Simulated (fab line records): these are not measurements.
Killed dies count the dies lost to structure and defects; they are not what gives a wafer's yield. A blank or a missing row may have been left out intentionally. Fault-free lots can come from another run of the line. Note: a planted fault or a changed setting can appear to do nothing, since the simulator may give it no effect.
What tool caused it? + flow sky130 + 39 wafers from 13 lots sampled at 4 of the route's 708 steps

## WHAT THE GAUGES READ, wafer by wafer
SKY_LDD_HVN_TW_MEAS_10.
| lot  | measured     | on           | LDD_HVN_TW     |
|------|--------------|--------------|----------------|
| L162 | day 20 15:49 | filmMetro-03 | 1435 1438 1454 |
| L163 | day 20 16:07 | filmMetro-04 | 1434 1430 1431 |
| L164 | day 21 05:42 | filmMetro-03 | 1456 1454 1450 |
| L165 | day 22 04:19 | filmMetro-04 | 1444 1433 1428 |
| L167 | day 22 12:37 | filmMetro-04 | 1434 1435 1435 |
| L166 | day 22 13:27 | filmMetro-02 | 1421 1425 1418 |
| L168 | day 22 14:17 | filmMetro-04 | 1440 1443 1435 |
| L169 | day 23 22:16 | filmMetro-03 | 1444 1453 1447 |
| L171 | day 24 08:18 | filmMetro-03 | 1462 1453 1447 |
| L170 | day 24 08:36 | filmMetro-04 | 1441 1444 1434 |
| L180 | day 26 23:31 | filmMetro-02 | 1427 1430 1429 |
| L181 | day 27 13:04 | filmMetro-04 | 1434 1434 1439 |
| L185 | day 28 13:48 | filmMetro-04 | 1427 1433 1425 |

SKY_LDD_LDN_OVL_MEAS_07.
| lot  | measured     | on         | LDD_LDN_OVL (nm) |
|------|--------------|------------|------------------|
| L162 | day 23 05:22 | overlay-02 | -1.0 0.6 1.0     |
| L163 | day 23 06:16 | overlay-02 | 0.4 0.0 -1.6     |
| L164 | day 23 19:26 | overlay-01 | 0.0 2.6 -0.4     |
| L165 | day 24 17:02 | overlay-01 | -1.5 -0.3 -0.4   |
| L167 | day 25 01:32 | overlay-02 | 0.0 0.8 -1.6     |
| L166 | day 25 02:47 | overlay-01 | -1.6 0.1 -0.9    |
| L168 | day 25 03:06 | overlay-01 | -2.4 1.7 -0.2    |
| L169 | day 26 10:52 | overlay-02 | 0.3 -0.9 -0.5    |
| L171 | day 26 19:52 | overlay-01 | 0.2 -1.6 -0.7    |
| L170 | day 26 20:08 | overlay-02 | 0.8 0.8 1.5      |
| L180 | day 29 08:01 | overlay-01 | -3.5 -1.2 -1.9   |
| L181 | day 29 22:41 | overlay-02 | -1.8 0.6 -0.2    |
| L185 | day 30 21:55 | overlay-02 | -2.2 -1.4 -2.8   |

SKY_SD_P_CD_MEAS_07: target cd 380 nm.
| lot  | measured     | on       | cdNm (nm)         |
|------|--------------|----------|-------------------|
| L162 | day 25 21:34 | cdSem-01 | 384.5 384.4 382.4 |
| L163 | day 25 22:46 | cdSem-02 | 378.3 378.7 379.0 |
| L164 | day 26 10:11 | cdSem-02 | 377.0 377.2 374.5 |
| L165 | day 27 06:50 | cdSem-02 | 380.4 380.7 379.4 |
| L167 | day 27 15:32 | cdSem-02 | 380.1 376.0 379.4 |
| L166 | day 27 16:49 | cdSem-01 | 382.3 379.3 381.6 |
| L168 | day 27 17:05 | cdSem-02 | 376.6 378.7 377.5 |
| L169 | day 28 22:32 | cdSem-01 | 380.3 382.6 382.7 |
| L171 | day 29 06:17 | cdSem-01 | 377.0 380.0 376.6 |
| L170 | day 29 09:11 | cdSem-01 | 383.9 382.0 381.5 |
| L180 | day 31 19:08 | cdSem-02 | 380.9 381.6 380.2 |
| L181 | day 32 07:50 | cdSem-02 | 382.2 381.7 384.4 |
| L185 | day 33 07:47 | cdSem-01 | 378.5 379.0 379.1 |

## EACH LOT AND THE TOOL THAT RAN IT (in order: tool; ch and the chambers of the sampled wafers; start)
| lot  | SKY_POLY_CUT_ETCH_11              |
|------|-----------------------------------|
| L162 | rieDiel-03 ch 0,2,3, day 24 14:49 |
| L163 | rieDiel-03 ch 0,1,2, day 24 16:56 |
| L164 | rieDiel-01 ch 0,2, day 25 04:08   |
| L165 | rieDiel-01 ch 0,1,2, day 26 01:11 |
| L167 | rieDiel-01 ch 0,3, day 26 10:44   |
| L166 | rieDiel-01 ch 0,2,3, day 26 11:49 |
| L168 | rieDiel-03 ch 0,1,2, day 26 12:05 |
| L169 | rieDiel-01 ch 1,2, day 27 18:59   |
| L171 | rieDiel-01 ch 1,3, day 28 03:17   |
| L170 | rieDiel-01 ch 0,2,3, day 28 05:23 |
| L180 | rieDiel-01 ch 1,2,3, day 30 14:29 |
| L181 | rieDiel-03 ch 1,2, day 31 04:58   |
| L185 | rieDiel-04 ch 0,2,3, day 32 05:17 |
- SKY_POLY_CUT_ETCH_11: etches Si3N4 in CF4/CH2F2/Ar, stops on poly-Si, time 42.5 s, target depth 60 nm.

## AS READ BY THE TOOLS THEMSELVES (means over the sampled wafers that have a number; for cases with no such wafer, the mark the record gives instead)
SKY_POLY_CUT_ETCH_11.
| lot  | tool       | drypumpMotorCurrentA (A) | oesProductAu (a.u.) | rfFwdPowerW (W) | runLengthS (s) | throttleValvePct (%) |
|------|------------|--------------------------|---------------------|-----------------|----------------|----------------------|
| L162 | rieDiel-03 | 6.1                      | 0.832               | 590.8           | 71.0           | 14.998               |
| L163 | rieDiel-03 | 5.7                      | 0.831               | 592.8           | 70.9           | 14.989               |
| L164 | rieDiel-01 | 6.1                      | 0.840               | 592.4           | 71.4           | 14.997               |
| L165 | rieDiel-01 | 6.1                      | 0.827               | 593.4           | 71.1           | 14.994               |
| L167 | rieDiel-01 | 5.4                      | 0.827               | 593.7           | 71.0           | 15.001               |
| L166 | rieDiel-01 | 5.6                      | 0.824               | 594.9           | 71.1           | 15.004               |
| L168 | rieDiel-03 | 5.7                      | 0.831               | 592.4           | 71.0           | 14.997               |
| L169 | rieDiel-01 | 6.0                      | 0.833               | 594.5           | 70.9           | 14.991               |
| L171 | rieDiel-01 | 5.8                      | 0.825               | 592.6           | 71.0           | 15.002               |
| L170 | rieDiel-01 | 5.6                      | 0.831               | 595.0           | 70.8           | 14.994               |
| L180 | rieDiel-01 | 5.5                      | 0.794               | 592.9           | 75.0           | 14.994               |
| L181 | rieDiel-03 | 5.8                      | 0.830               | 595.6           | 71.0           | 14.996               |
| L185 | rieDiel-04 | 5.3                      | 0.823               | 594.0           | 70.6           | 14.992               |

## THE ANSWER, worked out from the rows above alone
Rule: the lots themselves supply what counts as usual. Put in order of their means at a reading, lots are off if they are a third of the lots or fewer, leave a main group of 4 or more, and stand apart from it by a gap of 3 or more times the standard deviation of the main group's means; of several such gaps the widest counts. A main group is skipped when, at the precision printed for the reading in the tables above, its means are all equal. Also off: a lot with no number at a reading for which 4 or more lots have one. All remaining lots with rows at the step are treated as sound. Order of review: gauges by route order, followed by the tools' own readings, for which a lot's mean as printed above is used. At the first step where some lot is off, the reading lying furthest off is the one used; lots without a number count as furthest.
Off, at SKY_POLY_CUT_ETCH_11 on runLengthS: L180. The main group has a mean of 71.0 s with a standard deviation of 0.18.
A tool fits if, at that step or a process step before it, it ran every lot that is off, and no sound lot after the first of them. One fits: SKY_POLY_CUT_ETCH_11 on rieDiel-01. A fault onset in the window from L170 (day 28 05:23, its last sound lot) to L180 (day 30 14:29, its first lot off) fits.
The tool's own readings at SKY_POLY_CUT_ETCH_11 bear it out: on the lots that are off they differ by more than 5 times the standard deviation of the sound lots' means. oesProductAu reads 0.794 a.u. there against 0.829 a.u. on the sound lots; runLengthS reads 75.0 s there against 71.0 s on the sound lots.

## WHAT THE SIMULATOR HAD PUT IN
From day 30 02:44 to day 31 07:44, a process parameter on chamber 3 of rieDiel-01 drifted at SKY_POLY_CUT_ETCH_11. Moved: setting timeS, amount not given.
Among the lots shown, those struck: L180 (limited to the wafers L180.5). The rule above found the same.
